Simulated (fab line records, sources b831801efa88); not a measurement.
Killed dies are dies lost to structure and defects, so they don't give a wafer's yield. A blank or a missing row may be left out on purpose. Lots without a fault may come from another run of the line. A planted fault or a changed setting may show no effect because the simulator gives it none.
Which tool did it? | flow gf180mcu | 13 lots, 39 wafers sampled, at 6 steps of a route of 602

WHAT THE GAUGES READ, wafer by wafer
GF_MVSD_OVL_MEAS_07. Usual: MVSD_OVL 0.7 nm, standard deviation 1.3.
lot  | measured    | on         | MVSD_OVL (nm)  | flag
L808 | day 4 10:10 | overlay-01 | -0.2 -0.1 -0.4 |
L809 | day 4 16:00 | overlay-02 | 2.2 2.0 1.5    |
L810 | day 4 23:28 | overlay-01 | -1.1 -1.3 -1.5 |
L811 | day 5 03:13 | overlay-02 | 0.8 -0.1 2.0   |
L814 | day 5 23:24 | overlay-01 | 0.0 0.6 0.4    |
L815 | day 6 05:22 | overlay-01 | 1.6 0.8 0.7    |
L816 | day 6 10:04 | overlay-01 | 1.1 1.4 0.2    |
L817 | day 6 14:00 | overlay-01 | 1.1 0.8 1.3    |
L818 | day 6 22:27 | overlay-01 | 1.5 2.9 1.4    |
L825 | day 8 15:37 | overlay-01 | 2.0 1.1 0.8    |
L827 | day 9 02:03 | overlay-02 | -1.2 -1.5 -0.4 |
L828 | day 9 09:10 | overlay-02 | -0.1 1.5 1.5   |
L829 | day 9 13:43 | overlay-01 | 0.7 0.2 0.4    |

GF_VT_IMPLANT_RS_MEAS_48: measures by four-point-probe. Usual: LVPWELL_RS 1197 ohm/sq, standard deviation 3.1.
lot  | measured     | on            | LVPWELL_RS (ohm/sq)           | flag
L808 | day 7 14:20  | film_metro-01 | 1203 1198 1198                |
L809 | day 7 20:58  | film_metro-04 | 1198 1196 1195                |
L810 | day 8 04:31  | film_metro-04 | 1200 1202 1201                |
L811 | day 8 10:51  | film_metro-04 | 1195 1193 1194                |
L814 | day 9 08:39  | film_metro-03 | 1194 1195 1192                |
L815 | day 9 14:47  | film_metro-03 | 1195 1197 1197                |
L816 | day 9 21:38  | film_metro-04 | 1195 1191 1192                |
L817 | day 10 00:46 | film_metro-03 | 1196 1192 1193                |
L818 | day 10 09:57 | film_metro-03 | 1198 1199 1198                |
L825 | day 12 07:59 | film_metro-01 | 1199 1201 1201                |
L827 | day 13 00:16 | film_metro-04 | 1248 1245 1245 1250 1243 1242 | OFF
L828 | day 13 08:05 | film_metro-01 | 1244 1241 1243 1246 1240 1245 | OFF
L829 | day 13 11:35 | film_metro-01 | 1246 1241 1242 1245 1241 1241 | OFF

GF_VT_IMPLANT_RS_MEAS_49: measures by four-point-probe. Usual: MVPSD_RS 1172.4 ohm/sq, standard deviation 2.7.
lot  | measured     | on            | MVPSD_RS (ohm/sq)    | flag
L808 | day 7 14:28  | film_metro-01 | 1174.0 1170.5 1168.2 |
L809 | day 7 21:05  | film_metro-04 | 1173.3 1173.0 1174.8 |
L810 | day 8 04:38  | film_metro-04 | 1168.4 1169.3 1169.2 |
L811 | day 8 10:58  | film_metro-04 | 1166.6 1167.2 1169.6 |
L814 | day 9 08:46  | film_metro-03 | 1173.9 1168.7 1173.8 |
L815 | day 9 14:55  | film_metro-03 | 1176.7 1177.3 1172.1 |
L816 | day 9 21:46  | film_metro-04 | 1173.8 1170.0 1171.9 |
L817 | day 10 00:53 | film_metro-03 | 1167.5 1170.9 1173.4 |
L818 | day 10 10:04 | film_metro-03 | 1174.5 1175.0 1173.5 |
L825 | day 12 08:06 | film_metro-01 | 1173.1 1172.3 1171.6 |
L827 | day 13 03:20 | film_metro-04 | 1171.3 1172.4 1171.4 |
L828 | day 13 15:40 | film_metro-01 | 1178.3 1174.4 1171.9 |
L829 | day 13 16:32 | film_metro-01 | 1173.4 1170.1 1167.2 |

GF_HV_LDD_TW_MEAS_11. Usual: HV_LDD_TW 2401, standard deviation 21.
lot  | measured     | on            | HV_LDD_TW      | flag
L808 | day 10 02:28 | film_metro-03 | 2411 2393 2402 |
L809 | day 10 10:30 | film_metro-01 | 2388 2369 2385 |
L810 | day 10 14:15 | film_metro-01 | 2376 2372 2378 |
L811 | day 10 22:31 | film_metro-04 | 2393 2375 2379 |
L814 | day 12 00:03 | film_metro-03 | 2418 2405 2417 |
L815 | day 12 06:30 | film_metro-03 | 2413 2420 2436 |
L816 | day 12 12:38 | film_metro-03 | 2415 2428 2417 |
L817 | day 12 16:07 | film_metro-03 | 2418 2417 2421 |
L818 | day 13 03:51 | film_metro-04 | 2383 2374 2383 |
L825 | day 15 06:05 | film_metro-03 | 2410 2412 2421 |
L827 | day 16 00:11 | film_metro-03 | 2429 2422 2432 |
L828 | day 16 08:50 | film_metro-04 | 2385 2400 2384 |
L829 | day 16 14:19 | film_metro-04 | 2373 2390 2382 |

GF_PSD_RS_MEAS_15: measures by four-point-probe. Usual: PSD_RS 108.62 ohm/sq, standard deviation 0.3.
lot  | measured     | on            | PSD_RS (ohm/sq)      | flag
L808 | day 14 06:54 | film_metro-03 | 108.78 108.55 108.67 |
L809 | day 14 16:59 | film_metro-04 | 108.66 108.57 108.56 |
L810 | day 14 21:56 | film_metro-03 | 108.65 108.76 108.63 |
L811 | day 15 07:44 | film_metro-02 | 108.89 108.63 108.76 |
L814 | day 16 13:16 | film_metro-02 | 108.48 108.52 108.58 |
L815 | day 16 22:05 | film_metro-02 | 108.64 108.97 108.74 |
L816 | day 17 04:38 | film_metro-02 | 109.00 108.98 108.86 |
L817 | day 17 08:22 | film_metro-04 | 108.15 108.57 108.50 |
L818 | day 17 23:34 | film_metro-03 | 108.07 108.34 108.08 |
L825 | day 20 06:50 | film_metro-04 | 108.52 108.33 108.36 |
L827 | day 21 05:43 | film_metro-03 | 108.32 108.77 108.75 |
L828 | day 21 12:16 | film_metro-04 | 108.46 108.59 108.56 |
L829 | day 21 16:59 | film_metro-04 | 107.78 107.88 108.04 |

WHICH TOOL RAN EACH LOT (tool, then ch and the chambers of the sampled wafers, then the start)
lot  | GF_LVPWELL_IMPLANT_09
L808 | implanter-02 ch 0, day 3 20:58
L809 | implanter-01 ch 0, day 4 02:35
L810 | implanter-02 ch 0, day 4 09:52
L811 | implanter-04 ch 0, day 4 12:55
L814 | implanter-02 ch 0, day 5 08:05
L815 | implanter-04 ch 0, day 5 14:40
L816 | implanter-04 ch 0, day 5 18:55
L817 | implanter-04 ch 0, day 5 21:56
L818 | implanter-04 ch 0, day 6 06:50
L825 | implanter-04 ch 0, day 7 22:08
L827 | implanter-04 ch 0, day 8 10:04
L828 | implanter-04 ch 0, day 8 16:38
L829 | implanter-04 ch 0, day 8 19:58
- GF_LVPWELL_IMPLANT_09

WHAT THE TOOLS THEMSELVES READ (means of the sampled wafers that have a number; where no wafer has one, the mark that the record gives instead)
The record holds no such reading with a usual standard deviation.

THE ANSWER, worked out from the rows above alone
Rule: a lot is off if the mean of its wafers that have a number lies more than 3 standard deviations from the usual mean. A lot without any number at a reading at which 4 lots or more have one is off too. The other lots that the step has rows for count as sound. The gauges are gone through in route order, then the tools' own readings, and for those a lot's mean is taken as printed above. The first step at which some lot is off is used, and at that step the reading that is off furthest; a lot without a number counts as furthest.
Off: L827, L828, L829, at GF_VT_IMPLANT_RS_MEAS_48 (LVPWELL_RS).
A tool fits if, at a process step before that reading, it ran every lot that is off, and no sound lot after the first of them. The gauges at GF_VT_IMPLANT_RS_MEAS_48 are tried like those tools. One fits: implanter-04 at GF_LVPWELL_IMPLANT_09. Its last sound lot is L825 (day 7 22:08), its first lot that is off L827 (day 8 10:04): a fault that began between those two fits.

WHAT THE SIMULATOR HAD PUT IN
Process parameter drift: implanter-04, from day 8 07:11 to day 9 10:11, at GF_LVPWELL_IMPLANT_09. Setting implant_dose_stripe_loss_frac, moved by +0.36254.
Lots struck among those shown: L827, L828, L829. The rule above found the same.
